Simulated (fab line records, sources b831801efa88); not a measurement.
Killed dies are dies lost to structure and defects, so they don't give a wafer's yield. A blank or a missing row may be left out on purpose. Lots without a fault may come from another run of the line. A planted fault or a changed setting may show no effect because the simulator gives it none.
Chamber matching | flow sky130 | SKY_LI_CONTACT_CMP_02 on cmp-02: 4 sister chambers
The step polishes PSG. 8 wafers are shown with their chamber, then 7 later ones without.

WAFERS WITH THEIR CHAMBER
wafer  | chamber | motor_current_A (A) | time_to_endpoint_s (s)
L540.3 | 0       | 11.7                | 35
L541.1 | 2       | 11.2                | 30
L547.1 | 0       | 11.3                | 33
L547.4 | 2       | 11.3                | 32
L553.4 | 1       | 10.5                | 40
L553.6 | 3       | 10.8                | 32
L555.2 | 3       | 11.4                | 30
L555.3 | 1       | 10.4                | 34

WAFERS WITHOUT THEIR CHAMBER
wafer  | motor_current_A (A) | time_to_endpoint_s (s)
L555.4 | 11.8                | 33
L559.1 | 11.1                | 25
L559.2 | 11.6                | 28
L559.6 | 10.7                | 26
L560.4 | 12.0                | 36
L560.5 | 10.8                | 31
L560.6 | 11.5                | 30

WHICH CHAMBER EACH WENT THROUGH
wafer  | from the rows above               | in truth
L555.4 | can't be placed: 0 or 2 or 3      | 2
L559.1 | can't be placed: 3 or 2 or 0      | 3
L559.2 | can't be placed: 2 or 3 or 0      | 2
L559.6 | can't be placed: 3 or 2 or 0      | 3
L560.4 | can't be placed: 0 or 2 or 3      | 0
L560.5 | can't be placed: 3 or 2 or 1 or 0 | 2
L560.6 | can't be placed: 2 or 3 or 0      | 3
Placed correctly: 0 of 7. Can't be placed from these rows: 7 (the true chamber is among the candidates in 7). Placed wrongly: 0.
How it was worked out, from the rows above alone: a wafer's distance from a chamber is the root of the sum, over the readings, of the square of ((its reading less the chamber's mean) divided by the reading's scatter). The wafer belongs to the nearest chamber; if the next one is less than 2 further off, it can't be placed. A chamber's mean is the mean of its shown wafers. The scatter: the root of (the sum of the squares of (reading less its chamber's mean) over the shown wafers, divided by (wafers less chambers)).
